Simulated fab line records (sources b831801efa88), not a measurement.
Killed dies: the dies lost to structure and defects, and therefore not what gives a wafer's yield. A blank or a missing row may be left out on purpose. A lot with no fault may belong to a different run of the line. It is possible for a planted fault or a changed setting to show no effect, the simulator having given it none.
A struck lot beside a sound one -- flow gf180mcu -- 32 out of 602 route steps
Sound: wafers L272.2, L272.4, L272.6. Wafers L258.1, L258.4, L258.6 were the ones struck. Last of all comes the cause.
Each step with rows lists, per side, the tool, then ch with its chambers, then its first start. Under that, the readings that differ: sound wafers -- struck wafers -- difference of the means -- sigmas: that difference in standard deviations of wafers without a fault.
alike: words and numbers the same on both sides, and readings whose means are apart by under 2 such deviations; not compared: readings that were withheld, readings missing a value for some wafer, numbers with overlapping values and no deviation given by the record, and bounds like >300 which may hide the same value.
A row with sigmas, a row that says differs or no value, or rows on one side alone: a step with any of these is where the two part. Non-overlapping numbers with no deviation appear without sigmas and do not part them. A reading missing from all wafers of one side parts the sides only when that side holds two or more wafers.

first, 7 steps without rows for these wafers: GF_HV_LDD_DEHYDRATE_24 (time 60 s); GF_HV_LDD_HMDS_25 (prime time 60 s); GF_HV_LDD_COAT_26 (resist thk 1013 nm); GF_HV_LDD_SOFTBAKE_27 (time 60 s); GF_HV_LDD_EXPOSE_28 (exposes mask Nplus HV AREA, target cd 400 nm); GF_HV_LDD_PEB_29; GF_HV_LDD_DEVELOP_30 (develop time 60 s).
GF_HV_LDD_CD_MEAS_31: target cd 400 nm.
  sound on cd sem-02 at day 17 12:16; struck on cd sem-02 at day 12 20:46
  alike: cd nm
GF_HV_LDD_OVL_MEAS_32:
  sound on overlay-01 at day 17 12:22; struck on overlay-01 at day 12 20:53
  alike: HV_LDD_02_OVL
then, 3 steps without rows for these wafers: GF_HV_LDD_IMPLANT_33; GF_HV_LDD_IMPLANT_34; GF_HV_LDD_IMPLANT_35.
GF_HV_LDD_IMPLANT_36:
  sound on implanter-04 ch 0, day 17 12:52; struck on implanter-01 ch 0, day 12 21:23
reading,sound,struck,difference,sigmas
beam energy keV,59.983 59.993 60.000,53.514 53.485 53.510,-6.489,-99 or more
model.implant.rp nm (nm),63.1 63.1 63.1,55.72 55.72 55.72,-7.38,
model.implant.drp nm (nm),28.81 28.81 28.81,26.17 26.17 26.17,-2.64,
GF_HV_LDD_STRIP_37: strips in O2/N2.
  sound on plasma asher-01 ch 1, day 17 12:59; struck on plasma asher-03 ch 1, day 12 21:32
reading,sound,struck,difference,sigmas
heater power w (W),308 309 308,395 407 401,+93,+2
  alike: drypump motor current A, oes product au, strip time to endpoint s
  not compared: rf hours counter h
GF_HV_LDD_TW_MEAS_38:
  sound on film metro-01 at day 17 13:06; struck on film metro-01 at day 12 21:38
  alike: HV_LDD_3_TW
then, 7 steps without rows for these wafers: GF_HV_LDD_DEHYDRATE_39 (time 60 s); GF_HV_LDD_HMDS_40 (prime time 60 s); GF_HV_LDD_COAT_41 (resist thk 1000 nm); GF_HV_LDD_SOFTBAKE_42 (time 60 s); GF_HV_LDD_EXPOSE_43 (exposes mask Pplus HV AREA, target cd 400 nm); GF_HV_LDD_PEB_44; GF_HV_LDD_DEVELOP_45 (develop time 60 s).
GF_HV_LDD_CD_MEAS_46: target cd 400 nm.
  sound on cd sem-01 at day 18 12:32; struck on cd sem-02 at day 13 18:11
  alike: cd nm
GF_HV_LDD_OVL_MEAS_47:
  sound on overlay-02 at day 18 12:38; struck on overlay-02 at day 13 18:19
  alike: HV_LDD_03_OVL
following that, these wafers have no rows for 1 step: GF_HV_LDD_IMPLANT_48.
GF_HV_LDD_STRIP_49: strips in O2/N2.
  sound on plasma asher-03 ch 1, day 18 12:49; struck on plasma asher-01 ch 0,1, day 13 18:29
reading,sound,struck,difference,sigmas
drypump motor current A (A),6.7 6.7 6.7,5.4 6.1 6.1,-0.8,-2
heater power w (W),397 410 404,327 312 303,-90,-2
  alike: oes product au, strip time to endpoint s
  not compared: rf hours counter h
GF_HV_LDD_TW_MEAS_50:
  sound on film metro-03 at day 18 12:56; struck on film metro-02 at day 13 18:35
reading,sound,struck,difference,sigmas
HV_LDD_4_TW,566.0 566.4 569.0,576.9 574.3 572.5,+7.4,+3
then, 1 step without rows for these wafers: GF_HV_LDD_CLEAN_51 (cleans in SC1/SC2, time 150 s).
GF_HV_LDD_RTA_52: time 10 s.
  sound on rtp anneal-02 ch 0, day 18 13:03; struck on rtp anneal-02 ch 0, day 13 18:43
  alike: chamber o2 ppm, lamp power pct, wafer_temp_C_max
GF_HV_LDD_RS_MEAS_53: a four-point-probe measurement.
  sound on film metro-02 at day 18 13:07; struck on film metro-03 at day 13 18:47
reading,sound,struck,difference,sigmas
HV_LDD_RS (ohm/sq),417.3 418.5 417.5,412.8 412.6 412.5,-5.1,-5
then, 1 step without rows for these wafers: GF_HV_LDD_CVD_54 (deposits SiO2 from TEOS, target thk 10 nm, time 75 s).
-- the record jumps here: 17 days lie between the struck wafers' starts before and after (it left off in module HV_LDD and takes up again in module PASSIVATION, whose first step shown is number 602 of the route) --
GF_PASSIVATION_PROBE_99:
  only the struck wafers here have rows in the record (prober-02, day 30 09:16); the sound ones have none

WHERE THEY PART
At GF_HV_LDD_IMPLANT_36 first; at GF_PASSIVATION_PROBE_99 last (within this record only).

WHY: the cause the simulator had injected
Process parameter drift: implanter-01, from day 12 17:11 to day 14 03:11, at GF_HV_LDD_IMPLANT_36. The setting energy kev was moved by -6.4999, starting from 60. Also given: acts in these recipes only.
